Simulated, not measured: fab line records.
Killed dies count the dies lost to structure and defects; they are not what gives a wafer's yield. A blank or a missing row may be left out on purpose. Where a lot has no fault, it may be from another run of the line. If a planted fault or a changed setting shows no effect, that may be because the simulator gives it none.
fab line records || flow sky130 || part 2 of 2: steps 35 to 46 of 46
[record] {"lots": 5, "wafers": 15, "last_day": 50}
route steps=708 shown VT_ADJUST_NCORE@127 VT_ADJUST_HVTR@131 VT_ADJUST_PCH@143 SONOS_TUNNEL@154 SONOS_ONO@168
lots that met no fault: taken from a fault-free run of the same line
start_h: hours from the record's opening day to when the first of the lot's shown wafers began || wait_h: hours elapsed since this lot's preceding step || " repeats the value in the row above || L1.1+2: one row covering several wafers at once || - either no value or no given start || * or withheld: withheld || < > ~ a bound
route shown NAME@n: a module of which the file shows steps, and the number in the route of the first || usual: mean/standard deviation of fault-free wafers || same: alike in all rows || chamber/n: place in a boat || sites: readings site by site || _std_site: the values' standard deviation || _edge_site: inner sites' mean taken away from outer sites' mean || radius_mm: for every site, how far away it sits from the centre of the wafer || mask NAME#n: copy n || behind: the last tool/chamber to shape the wafer || hold: why the lot went on hold/how many hours it stayed there/how the hold came to an end || device: whichever transistor did not switch (one of n, p or np) || end of line: the same wafers' tests at the end of the route || step lacking rows: just its recipe || killed: at the first sort, the dies lost to defects and structure; wafer yield is something else || map: the dies of a wafer, with x for killed, . for not killed, _ for no die there
set.NAME: the setting as run; set.NAME@STEP: as run at that earlier step || model.NAME: the simulator's own value behind a step, which no gauge read
a table for each step, a row for each wafer; lots at some steps of the route
services: a tool's chamber out of use, with start hour (start_h, from the record's first day; less than 0 if before it), hours out, and reason
[[steps]]
[step SKY_SONOS_TUNNEL_CD_MEAS_07]
[recipe] {"target_cd_nm": 410}
[usual] {"cd_nm": "410.6/2.1"}
{"lot.wafer": "L076.2", "tool": "cd_sem-01", "chamber": "-", "start_h": 279.63, "wait_h": 0.1, "cd_nm": 407.6}
{"lot.wafer": "L076.3", "tool": "cd_sem-01", "chamber": "-", "start_h": 279.63, "wait_h": 0.1, "cd_nm": 410.5}
{"lot.wafer": "L076.5", "tool": "cd_sem-01", "chamber": "-", "start_h": 279.63, "wait_h": 0.1, "cd_nm": 409.4}
{"lot.wafer": "L081.1", "tool": "cd_sem-02", "chamber": "-", "start_h": 323.50, "wait_h": 0.1, "cd_nm": 407.5}
{"lot.wafer": "L081.2", "tool": "cd_sem-02", "chamber": "-", "start_h": 323.50, "wait_h": 0.1, "cd_nm": 408.4}
{"lot.wafer": "L081.4", "tool": "cd_sem-02", "chamber": "-", "start_h": 323.50, "wait_h": 0.1, "cd_nm": 406.3}
{"lot.wafer": "L084.1", "tool": "cd_sem-02", "chamber": "-", "start_h": 336.70, "wait_h": 0.1, "cd_nm": 406.2}
{"lot.wafer": "L084.4", "tool": "cd_sem-02", "chamber": "-", "start_h": 336.70, "wait_h": 0.1, "cd_nm": 408.1}
{"lot.wafer": "L084.5", "tool": "cd_sem-02", "chamber": "-", "start_h": 336.70, "wait_h": 0.1, "cd_nm": 405.4}
{"lot.wafer": "L091.4", "tool": "cd_sem-01", "chamber": "-", "start_h": 400.43, "wait_h": 0.1, "cd_nm": 411.8}
{"lot.wafer": "L091.5", "tool": "cd_sem-01", "chamber": "-", "start_h": 400.43, "wait_h": 0.1, "cd_nm": 411.9}
{"lot.wafer": "L091.6", "tool": "cd_sem-01", "chamber": "-", "start_h": 400.43, "wait_h": 0.1, "cd_nm": 411.8}
{"lot.wafer": "L094.1", "tool": "cd_sem-01", "chamber": "-", "start_h": 415.30, "wait_h": 0.1, "cd_nm": 414.2}
{"lot.wafer": "L094.3", "tool": "cd_sem-01", "chamber": "-", "start_h": 415.30, "wait_h": 0.1, "cd_nm": 414.4}
{"lot.wafer": "L094.5", "tool": "cd_sem-01", "chamber": "-", "start_h": 415.30, "wait_h": 0.1, "cd_nm": 412.7}
[step SKY_SONOS_TUNNEL_OVL_MEAS_08]
[usual] {"SONOS_TUNNEL_OVL": "-0.1/1.4"}
{"lot.wafer": "L076.2", "tool": "overlay-02", "chamber": "-", "start_h": 279.74, "wait_h": 0.1, "SONOS_TUNNEL_OVL[nm]": -1.7}
{"lot.wafer": "L076.3", "tool": "overlay-02", "chamber": "-", "start_h": 279.74, "wait_h": 0.1, "SONOS_TUNNEL_OVL[nm]": -0.7}
{"lot.wafer": "L076.5", "tool": "overlay-02", "chamber": "-", "start_h": 279.74, "wait_h": 0.1, "SONOS_TUNNEL_OVL[nm]": -1.6}
{"lot.wafer": "L081.1", "tool": "overlay-01", "chamber": "-", "start_h": 323.62, "wait_h": 0.1, "SONOS_TUNNEL_OVL[nm]": 1.0}
{"lot.wafer": "L081.2", "tool": "overlay-01", "chamber": "-", "start_h": 323.62, "wait_h": 0.1, "SONOS_TUNNEL_OVL[nm]": 1.1}
{"lot.wafer": "L081.4", "tool": "overlay-01", "chamber": "-", "start_h": 323.62, "wait_h": 0.1, "SONOS_TUNNEL_OVL[nm]": 0.3}
{"lot.wafer": "L084.1", "tool": "overlay-02", "chamber": "-", "start_h": 336.82, "wait_h": 0.1, "SONOS_TUNNEL_OVL[nm]": -0.5}
{"lot.wafer": "L084.4", "tool": "overlay-02", "chamber": "-", "start_h": 336.82, "wait_h": 0.1, "SONOS_TUNNEL_OVL[nm]": 0.2}
{"lot.wafer": "L084.5", "tool": "overlay-02", "chamber": "-", "start_h": 336.82, "wait_h": 0.1, "SONOS_TUNNEL_OVL[nm]": -1.1}
{"lot.wafer": "L091.4", "tool": "overlay-01", "chamber": "-", "start_h": 400.51, "wait_h": 0.1, "SONOS_TUNNEL_OVL[nm]": -2.4}
{"lot.wafer": "L091.5", "tool": "overlay-01", "chamber": "-", "start_h": 400.51, "wait_h": 0.1, "SONOS_TUNNEL_OVL[nm]": -0.5}
{"lot.wafer": "L091.6", "tool": "overlay-01", "chamber": "-", "start_h": 400.51, "wait_h": 0.1, "SONOS_TUNNEL_OVL[nm]": -0.6}
{"lot.wafer": "L094.1", "tool": "overlay-02", "chamber": "-", "start_h": 415.42, "wait_h": 0.1, "SONOS_TUNNEL_OVL[nm]": -1.4}
{"lot.wafer": "L094.3", "tool": "overlay-02", "chamber": "-", "start_h": 415.42, "wait_h": 0.1, "SONOS_TUNNEL_OVL[nm]": -0.4}
{"lot.wafer": "L094.5", "tool": "overlay-02", "chamber": "-", "start_h": 415.42, "wait_h": 0.1, "SONOS_TUNNEL_OVL[nm]": -0.8}
[step SKY_SONOS_TUNNEL_IMPLANT_09]
[recipe] {"species": "B", "energy_kev": 20, "dose_cm2": 1e+12, "tilt_deg": "withheld"}
{"lot.wafer": "L076.2+3+5", "tool": "implanter-02", "chamber": 0, "start_h": 279.80, "wait_h": 0.0}
{"lot.wafer": "L081.1+2+4", "tool": "implanter-03", "chamber": 0, "start_h": 323.65, "wait_h": 0.0}
{"lot.wafer": "L084.1+4+5", "tool": "implanter-01", "chamber": 0, "start_h": 336.85, "wait_h": 0.0}
{"lot.wafer": "L091.4+5+6", "tool": "implanter-03", "chamber": 0, "start_h": 400.61, "wait_h": 0.1}
{"lot.wafer": "L094.1+3+5", "tool": "implanter-03", "chamber": 0, "start_h": 415.45, "wait_h": 0.0}
[step SKY_SONOS_TUNNEL_WET_ETCH_10]
[recipe] {"chemistry": "dHF", "target_depth_nm": 14, "target": "SiO2", "dilution": "100:1", "temp_c": 25, "time_s": 280}
{"lot.wafer": "L076.2+3+5", "tool": "wet_bench-01", "chamber": 1, "start_h": 279.92, "wait_h": 0.1}
{"lot.wafer": "L081.1+2+4", "tool": "wet_bench-04", "chamber": 2, "start_h": 323.80, "wait_h": 0.1}
{"lot.wafer": "L084.1+4+5", "tool": "wet_bench-04", "chamber": 0, "start_h": 337.00, "wait_h": 0.1}
{"lot.wafer": "L091.4+5+6", "tool": "wet_bench-04", "chamber": 1, "start_h": 400.68, "wait_h": 0.1}
{"lot.wafer": "L094.1+3+5", "tool": "wet_bench-04", "chamber": 0, "start_h": 415.60, "wait_h": 0.1}
[step SKY_SONOS_TUNNEL_STRIP_11]
[recipe] {"chemistry": "SPM", "time_s": 600, "temp_c": 130}
{"lot.wafer": "L076.2+3+5", "tool": "wet_bench-04", "chamber": 3, "start_h": 280.01, "wait_h": 0.0}
{"lot.wafer": "L081.1+2+4", "tool": "wet_bench-03", "chamber": 2, "start_h": 323.89, "wait_h": 0.0}
{"lot.wafer": "L084.1+4+5", "tool": "wet_bench-01", "chamber": 0, "start_h": 337.09, "wait_h": 0.0}
{"lot.wafer": "L091.4+5+6", "tool": "wet_bench-04", "chamber": 3, "start_h": 400.77, "wait_h": 0.0}
{"lot.wafer": "L094.1+3+5", "tool": "wet_bench-04", "chamber": 0, "start_h": 415.69, "wait_h": 0.0}
[step SKY_SONOS_TUNNEL_TW_MEAS_12]
[usual] {"SONOS_TUNNEL_TW": "197.8/2.1"}
{"lot.wafer": "L076.2", "tool": "film_metro-02", "chamber": "-", "start_h": 280.20, "wait_h": 0.0, "SONOS_TUNNEL_TW": 198.0}
{"lot.wafer": "L076.3", "tool": "film_metro-02", "chamber": "-", "start_h": 280.20, "wait_h": 0.0, "SONOS_TUNNEL_TW": 198.9}
{"lot.wafer": "L076.5", "tool": "film_metro-02", "chamber": "-", "start_h": 280.20, "wait_h": 0.0, "SONOS_TUNNEL_TW": 198.6}
{"lot.wafer": "L081.1", "tool": "film_metro-04", "chamber": "-", "start_h": 324.06, "wait_h": 0.0, "SONOS_TUNNEL_TW": 199.2}
{"lot.wafer": "L081.2", "tool": "film_metro-04", "chamber": "-", "start_h": 324.06, "wait_h": 0.0, "SONOS_TUNNEL_TW": 198.6}
{"lot.wafer": "L081.4", "tool": "film_metro-04", "chamber": "-", "start_h": 324.06, "wait_h": 0.0, "SONOS_TUNNEL_TW": 199.2}
{"lot.wafer": "L084.1", "tool": "film_metro-02", "chamber": "-", "start_h": 337.28, "wait_h": 0.0, "SONOS_TUNNEL_TW": 197.7}
{"lot.wafer": "L084.4", "tool": "film_metro-02", "chamber": "-", "start_h": 337.28, "wait_h": 0.0, "SONOS_TUNNEL_TW": 199.1}
{"lot.wafer": "L084.5", "tool": "film_metro-02", "chamber": "-", "start_h": 337.28, "wait_h": 0.0, "SONOS_TUNNEL_TW": 197.7}
{"lot.wafer": "L091.4", "tool": "film_metro-02", "chamber": "-", "start_h": 401.00, "wait_h": 0.0, "SONOS_TUNNEL_TW": 198.7}
{"lot.wafer": "L091.5", "tool": "film_metro-02", "chamber": "-", "start_h": 401.00, "wait_h": 0.0, "SONOS_TUNNEL_TW": 198.7}
{"lot.wafer": "L091.6", "tool": "film_metro-02", "chamber": "-", "start_h": 401.00, "wait_h": 0.0, "SONOS_TUNNEL_TW": 199.1}
{"lot.wafer": "L094.1", "tool": "film_metro-04", "chamber": "-", "start_h": 415.86, "wait_h": 0.0, "SONOS_TUNNEL_TW": 198.5}
{"lot.wafer": "L094.3", "tool": "film_metro-04", "chamber": "-", "start_h": 415.86, "wait_h": 0.0, "SONOS_TUNNEL_TW": 198.8}
{"lot.wafer": "L094.5", "tool": "film_metro-04", "chamber": "-", "start_h": 415.86, "wait_h": 0.0, "SONOS_TUNNEL_TW": 198.5}
[step SKY_SONOS_TUNNEL_CLEAN_13]
[recipe] {"chemistry": "dHF", "time_s": 20, "dilution": "100:1", "dry": "ipa_marangoni"}
{"lot.wafer": "L076.2+3+5", "tool": "wet_bench-01", "chamber": 3, "start_h": 280.25, "wait_h": 0.0}
{"lot.wafer": "L081.1+2+4", "tool": "wet_bench-03", "chamber": 2, "start_h": 324.12, "wait_h": 0.1}
{"lot.wafer": "L084.1+4+5", "tool": "wet_bench-04", "chamber": 3, "start_h": 337.34, "wait_h": 0.1}
{"lot.wafer": "L091.4+5+6", "tool": "wet_bench-03", "chamber": 3, "start_h": 401.03, "wait_h": 0.0}
{"lot.wafer": "L094.1+3+5", "tool": "wet_bench-01", "chamber": 0, "start_h": 415.92, "wait_h": 0.1}
[step SKY_SONOS_ONO_OXIDATION_00]
[recipe] {"temp_c": 800, "ambient": "O2", "idle_temp_c": 700, "ramp_up_c_per_min": 10, "ramp_down_c_per_min": 3, "stabilise_s": 600, "purge_s": 300, "target_thk_a": 26, "ox_time_s": 1249}
[usual] {"zone_power_centre_pct": "13.7/1.2"}
{"lot.wafer": "L076.2", "tool": "furnace-02", "chamber": 0, "start_h": 280.58, "wait_h": 0.3, "zone_power_centre_pct": 12.2}
{"lot.wafer": "L076.3", "tool": "furnace-02", "chamber": 0, "start_h": 280.58, "wait_h": 0.3, "zone_power_centre_pct": 12.2}
{"lot.wafer": "L076.5", "tool": "furnace-02", "chamber": 0, "start_h": 280.58, "wait_h": 0.3, "zone_power_centre_pct": 12.5}
{"lot.wafer": "L081.1", "tool": "furnace-01", "chamber": 0, "start_h": 325.23, "wait_h": 1.1, "zone_power_centre_pct": 14.7}
{"lot.wafer": "L081.2", "tool": "furnace-01", "chamber": 0, "start_h": 325.23, "wait_h": 1.1, "zone_power_centre_pct": 14.6}
{"lot.wafer": "L081.4", "tool": "furnace-01", "chamber": 0, "start_h": 325.23, "wait_h": 1.1, "zone_power_centre_pct": 14.7}
{"lot.wafer": "L084.1", "tool": "furnace-02", "chamber": 0, "start_h": 338.21, "wait_h": 0.9, "zone_power_centre_pct": 12.1}
{"lot.wafer": "L084.4", "tool": "furnace-02", "chamber": 0, "start_h": 338.21, "wait_h": 0.9, "zone_power_centre_pct": 12.1}
{"lot.wafer": "L084.5", "tool": "furnace-02", "chamber": 0, "start_h": 338.21, "wait_h": 0.9, "zone_power_centre_pct": 12.2}
{"lot.wafer": "L091.4", "tool": "furnace-01", "chamber": 0, "start_h": 401.63, "wait_h": 0.6, "zone_power_centre_pct": 14.6}
{"lot.wafer": "L091.5", "tool": "furnace-01", "chamber": 0, "start_h": 401.63, "wait_h": 0.6, "zone_power_centre_pct": 14.8}
{"lot.wafer": "L091.6", "tool": "furnace-01", "chamber": 0, "start_h": 401.63, "wait_h": 0.6, "zone_power_centre_pct": 14.8}
{"lot.wafer": "L094.1", "tool": "furnace-02", "chamber": 0, "start_h": 416.63, "wait_h": 0.7, "zone_power_centre_pct": 12.3}
{"lot.wafer": "L094.3", "tool": "furnace-02", "chamber": 0, "start_h": 416.63, "wait_h": 0.7, "zone_power_centre_pct": 12.2}
{"lot.wafer": "L094.5", "tool": "furnace-02", "chamber": 0, "start_h": 416.63, "wait_h": 0.7, "zone_power_centre_pct": 12.1}
[step SKY_SONOS_ONO_THK_MEAS_01]
[recipe] {"reads": "SiO2_of_SONOS_ONO_OXIDATION_00"}
[usual] {"SONOS_ONO_OXIDATION_THK": "2.60/0.05"}
{"lot.wafer": "L076.2", "tool": "film_metro-03", "chamber": "-", "start_h": 281.94, "wait_h": 0.0, "SONOS_ONO_OXIDATION_THK[nm]": 2.57}
{"lot.wafer": "L076.3", "tool": "film_metro-03", "chamber": "-", "start_h": 281.94, "wait_h": 0.0, "SONOS_ONO_OXIDATION_THK[nm]": 2.55}
{"lot.wafer": "L076.5", "tool": "film_metro-03", "chamber": "-", "start_h": 281.94, "wait_h": 0.0, "SONOS_ONO_OXIDATION_THK[nm]": 2.60}
{"lot.wafer": "L081.1", "tool": "film_metro-03", "chamber": "-", "start_h": 326.57, "wait_h": 0.0, "SONOS_ONO_OXIDATION_THK[nm]": 2.64}
{"lot.wafer": "L081.2", "tool": "film_metro-03", "chamber": "-", "start_h": 326.57, "wait_h": 0.0, "SONOS_ONO_OXIDATION_THK[nm]": 2.67}
{"lot.wafer": "L081.4", "tool": "film_metro-03", "chamber": "-", "start_h": 326.57, "wait_h": 0.0, "SONOS_ONO_OXIDATION_THK[nm]": 2.52}
{"lot.wafer": "L084.1", "tool": "film_metro-03", "chamber": "-", "start_h": 339.56, "wait_h": 0.0, "SONOS_ONO_OXIDATION_THK[nm]": 2.67}
{"lot.wafer": "L084.4", "tool": "film_metro-03", "chamber": "-", "start_h": 339.56, "wait_h": 0.0, "SONOS_ONO_OXIDATION_THK[nm]": 2.64}
{"lot.wafer": "L084.5", "tool": "film_metro-03", "chamber": "-", "start_h": 339.56, "wait_h": 0.0, "SONOS_ONO_OXIDATION_THK[nm]": 2.64}
{"lot.wafer": "L091.4", "tool": "film_metro-02", "chamber": "-", "start_h": 403.01, "wait_h": 0.0, "SONOS_ONO_OXIDATION_THK[nm]": 2.62}
{"lot.wafer": "L091.5", "tool": "film_metro-02", "chamber": "-", "start_h": 403.01, "wait_h": 0.0, "SONOS_ONO_OXIDATION_THK[nm]": 2.57}
{"lot.wafer": "L091.6", "tool": "film_metro-02", "chamber": "-", "start_h": 403.01, "wait_h": 0.0, "SONOS_ONO_OXIDATION_THK[nm]": 2.59}
{"lot.wafer": "L094.1", "tool": "film_metro-02", "chamber": "-", "start_h": 417.98, "wait_h": 0.0, "SONOS_ONO_OXIDATION_THK[nm]": 2.61}
{"lot.wafer": "L094.3", "tool": "film_metro-02", "chamber": "-", "start_h": 417.98, "wait_h": 0.0, "SONOS_ONO_OXIDATION_THK[nm]": 2.50}
{"lot.wafer": "L094.5", "tool": "film_metro-02", "chamber": "-", "start_h": 417.98, "wait_h": 0.0, "SONOS_ONO_OXIDATION_THK[nm]": 2.57}
[step SKY_SONOS_ONO_CVD_02]
[recipe] {"material": "Si3N4", "precursor": "DCS/NH3", "target_thk_nm": 10.5, "temp_c": 770, "time_s": 180, "pressure_mtorr": 250}
[usual] {"zone_power_centre_pct": "14.6/2.1"}
{"lot.wafer": "L076.2", "tool": "lpcvd-02", "chamber": 0, "start_h": 283.76, "wait_h": 1.8, "zone_power_centre_pct": 16.5}
{"lot.wafer": "L076.3", "tool": "lpcvd-02", "chamber": 0, "start_h": 283.76, "wait_h": 1.8, "zone_power_centre_pct": 16.6}
{"lot.wafer": "L076.5", "tool": "lpcvd-02", "chamber": 0, "start_h": 283.76, "wait_h": 1.8, "zone_power_centre_pct": 16.7}
{"lot.wafer": "L081.1", "tool": "lpcvd-02", "chamber": 0, "start_h": 327.21, "wait_h": 0.6, "zone_power_centre_pct": 16.5}
{"lot.wafer": "L081.2", "tool": "lpcvd-02", "chamber": 0, "start_h": 327.21, "wait_h": 0.6, "zone_power_centre_pct": 16.5}
{"lot.wafer": "L081.4", "tool": "lpcvd-02", "chamber": 0, "start_h": 327.21, "wait_h": 0.6, "zone_power_centre_pct": 16.5}
{"lot.wafer": "L084.1", "tool": "lpcvd-02", "chamber": 1, "start_h": 339.78, "wait_h": 0.2, "zone_power_centre_pct": 12.3}
{"lot.wafer": "L084.4", "tool": "lpcvd-02", "chamber": 1, "start_h": 339.78, "wait_h": 0.2, "zone_power_centre_pct": 12.3}
{"lot.wafer": "L084.5", "tool": "lpcvd-02", "chamber": 1, "start_h": 339.78, "wait_h": 0.2, "zone_power_centre_pct": 12.1}
{"lot.wafer": "L091.4", "tool": "lpcvd-02", "chamber": 0, "start_h": 403.48, "wait_h": 0.5, "zone_power_centre_pct": 16.7}
{"lot.wafer": "L091.5", "tool": "lpcvd-02", "chamber": 0, "start_h": 403.48, "wait_h": 0.5, "zone_power_centre_pct": 16.3}
{"lot.wafer": "L091.6", "tool": "lpcvd-02", "chamber": 0, "start_h": 403.48, "wait_h": 0.5, "zone_power_centre_pct": 16.7}
{"lot.wafer": "L094.1", "tool": "lpcvd-02", "chamber": 0, "start_h": 419.37, "wait_h": 1.4, "zone_power_centre_pct": 16.9}
{"lot.wafer": "L094.3", "tool": "lpcvd-02", "chamber": 0, "start_h": 419.37, "wait_h": 1.4, "zone_power_centre_pct": 16.5}
{"lot.wafer": "L094.5", "tool": "lpcvd-02", "chamber": 0, "start_h": 419.37, "wait_h": 1.4, "zone_power_centre_pct": 16.5}
[step SKY_SONOS_ONO_THK_MEAS_03]
[recipe] {"reads": "Si3N4_of_SONOS_ONO_CVD_02"}
[usual] {"SONOS_ONO_CVD_02_THK": "10.48/0.16"}
{"lot.wafer": "L076.2", "tool": "film_metro-01", "chamber": "-", "start_h": 284.82, "wait_h": 0.0, "SONOS_ONO_CVD_02_THK[nm]": 10.42}
{"lot.wafer": "L076.3", "tool": "film_metro-01", "chamber": "-", "start_h": 284.82, "wait_h": 0.0, "SONOS_ONO_CVD_02_THK[nm]": 10.48}
{"lot.wafer": "L076.5", "tool": "film_metro-01", "chamber": "-", "start_h": 284.82, "wait_h": 0.0, "SONOS_ONO_CVD_02_THK[nm]": 10.58}
{"lot.wafer": "L081.1", "tool": "film_metro-03", "chamber": "-", "start_h": 328.26, "wait_h": 0.0, "SONOS_ONO_CVD_02_THK[nm]": 10.54}
{"lot.wafer": "L081.2", "tool": "film_metro-03", "chamber": "-", "start_h": 328.26, "wait_h": 0.0, "SONOS_ONO_CVD_02_THK[nm]": 10.55}
{"lot.wafer": "L081.4", "tool": "film_metro-03", "chamber": "-", "start_h": 328.26, "wait_h": 0.0, "SONOS_ONO_CVD_02_THK[nm]": 10.50}
{"lot.wafer": "L084.1", "tool": "film_metro-01", "chamber": "-", "start_h": 340.83, "wait_h": 0.0, "SONOS_ONO_CVD_02_THK[nm]": 10.38}
{"lot.wafer": "L084.4", "tool": "film_metro-01", "chamber": "-", "start_h": 340.83, "wait_h": 0.0, "SONOS_ONO_CVD_02_THK[nm]": 10.28}
{"lot.wafer": "L084.5", "tool": "film_metro-01", "chamber": "-", "start_h": 340.83, "wait_h": 0.0, "SONOS_ONO_CVD_02_THK[nm]": 10.36}
{"lot.wafer": "L091.4", "tool": "film_metro-01", "chamber": "-", "start_h": 404.56, "wait_h": 0.0, "SONOS_ONO_CVD_02_THK[nm]": 10.55}
{"lot.wafer": "L091.5", "tool": "film_metro-01", "chamber": "-", "start_h": 404.56, "wait_h": 0.0, "SONOS_ONO_CVD_02_THK[nm]": 10.58}
{"lot.wafer": "L091.6", "tool": "film_metro-01", "chamber": "-", "start_h": 404.56, "wait_h": 0.0, "SONOS_ONO_CVD_02_THK[nm]": 10.58}
{"lot.wafer": "L094.1", "tool": "film_metro-02", "chamber": "-", "start_h": 420.95, "wait_h": 0.0, "SONOS_ONO_CVD_02_THK[nm]": 10.30}
{"lot.wafer": "L094.3", "tool": "film_metro-02", "chamber": "-", "start_h": 420.95, "wait_h": 0.0, "SONOS_ONO_CVD_02_THK[nm]": 10.35}
{"lot.wafer": "L094.5", "tool": "film_metro-02", "chamber": "-", "start_h": 420.95, "wait_h": 0.0, "SONOS_ONO_CVD_02_THK[nm]": 10.22}
[step SKY_SONOS_ONO_CVD_04]
[recipe] {"material": "SiO2", "precursor": "SiH4/N2O", "target_thk_nm": 5.7199, "temp_c": 900, "pressure_mtorr": 400}
[usual] {"zone_power_centre_pct": "17.1/0.8"}
{"lot.wafer": "L076.2", "tool": "lpcvd-03", "chamber": 0, "start_h": 284.87, "wait_h": 0.0, "zone_power_centre_pct": 16.1}
{"lot.wafer": "L076.3", "tool": "lpcvd-03", "chamber": 0, "start_h": 284.87, "wait_h": 0.0, "zone_power_centre_pct": 16.1}
{"lot.wafer": "L076.5", "tool": "lpcvd-03", "chamber": 0, "start_h": 284.87, "wait_h": 0.0, "zone_power_centre_pct": 16.0}
{"lot.wafer": "L081.1", "tool": "lpcvd-03", "chamber": 1, "start_h": 328.52, "wait_h": 0.2, "zone_power_centre_pct": 17.6}
{"lot.wafer": "L081.2", "tool": "lpcvd-03", "chamber": 1, "start_h": 328.52, "wait_h": 0.2, "zone_power_centre_pct": 17.6}
{"lot.wafer": "L081.4", "tool": "lpcvd-03", "chamber": 1, "start_h": 328.52, "wait_h": 0.2, "zone_power_centre_pct": 17.4}
{"lot.wafer": "L084.1", "tool": "lpcvd-03", "chamber": 1, "start_h": 340.89, "wait_h": 0.1, "zone_power_centre_pct": 17.8}
{"lot.wafer": "L084.4", "tool": "lpcvd-03", "chamber": 1, "start_h": 340.89, "wait_h": 0.1, "zone_power_centre_pct": 17.5}
{"lot.wafer": "L084.5", "tool": "lpcvd-03", "chamber": 1, "start_h": 340.89, "wait_h": 0.1, "zone_power_centre_pct": 17.6}
{"lot.wafer": "L091.4", "tool": "lpcvd-03", "chamber": 1, "start_h": 404.59, "wait_h": 0.0, "zone_power_centre_pct": 17.9}
{"lot.wafer": "L091.5", "tool": "lpcvd-03", "chamber": 1, "start_h": 404.59, "wait_h": 0.0, "zone_power_centre_pct": 17.8}
{"lot.wafer": "L091.6", "tool": "lpcvd-03", "chamber": 1, "start_h": 404.59, "wait_h": 0.0, "zone_power_centre_pct": 18.1}
{"lot.wafer": "L094.1", "tool": "lpcvd-03", "chamber": 0, "start_h": 421.01, "wait_h": 0.1, "zone_power_centre_pct": 16.1}
{"lot.wafer": "L094.3", "tool": "lpcvd-03", "chamber": 0, "start_h": 421.01, "wait_h": 0.1, "zone_power_centre_pct": 16.0}
{"lot.wafer": "L094.5", "tool": "lpcvd-03", "chamber": 0, "start_h": 421.01, "wait_h": 0.1, "zone_power_centre_pct": 16.3}
[[services]]
{"tool": "implanter-03", "chamber": "-", "start_h": 188.28, "hours": 1.8, "kind": "repair"}
{"tool": "wet_bench-04", "chamber": "-", "start_h": 194.97, "hours": 3.5, "kind": "repair"}
{"tool": "iline_stepper-02", "chamber": "-", "start_h": 197.36, "hours": 1.7, "kind": "pm"}
{"tool": "furnace-02", "chamber": "-", "start_h": 205.97, "hours": 4.2, "kind": "pm"}
{"tool": "implanter-03", "chamber": "-", "start_h": 214.06, "hours": 0.8, "kind": "repair"}
{"tool": "implanter-04", "chamber": "-", "start_h": 218.95, "hours": 4.5, "kind": "repair"}
{"tool": "implanter-04", "chamber": "-", "start_h": 244.24, "hours": 4.3, "kind": "pm"}
{"tool": "iline_stepper-02", "chamber": "-", "start_h": 244.51, "hours": 4.4, "kind": "pm"}
{"tool": "implanter-03", "chamber": "-", "start_h": 262.29, "hours": 4.1, "kind": "repair"}
{"tool": "furnace-02", "chamber": "-", "start_h": 268.42, "hours": 2.4, "kind": "pm"}
{"tool": "iline_stepper-01", "chamber": "-", "start_h": 272.53, "hours": 2.1, "kind": "pm"}
{"tool": "wet_bench-04", "chamber": "-", "start_h": 275.78, "hours": 1.9, "kind": "pm"}
{"tool": "implanter-04", "chamber": "-", "start_h": 291.74, "hours": 3.9, "kind": "pm"}
{"tool": "furnace-02", "chamber": "-", "start_h": 308.86, "hours": 3.9, "kind": "pm"}
{"tool": "lpcvd-03", "chamber": "-", "start_h": 308.86, "hours": 6.0, "kind": "pm"}
{"tool": "iline_stepper-01", "chamber": "-", "start_h": 335.86, "hours": 0.6, "kind": "repair"}
{"tool": "implanter-02", "chamber": "-", "start_h": 343.85, "hours": 1.1, "kind": "repair"}
{"tool": "wet_bench-03", "chamber": "-", "start_h": 344.77, "hours": 4.1, "kind": "repair"}
{"tool": "lpcvd-03", "chamber": "-", "start_h": 346.93, "hours": 1.2, "kind": "repair"}
{"tool": "wet_bench-04", "chamber": "-", "start_h": 357.35, "hours": 1.3, "kind": "repair"}
{"tool": "implanter-01", "chamber": "-", "start_h": 365.54, "hours": 4.5, "kind": "pm"}
{"tool": "implanter-03", "chamber": "-", "start_h": 370.38, "hours": 1.2, "kind": "repair"}
{"tool": "iline_stepper-01", "chamber": "-", "start_h": 380.63, "hours": 1.7, "kind": "pm"}
{"tool": "iline_stepper-02", "chamber": "-", "start_h": 415.53, "hours": 1.7, "kind": "pm"}
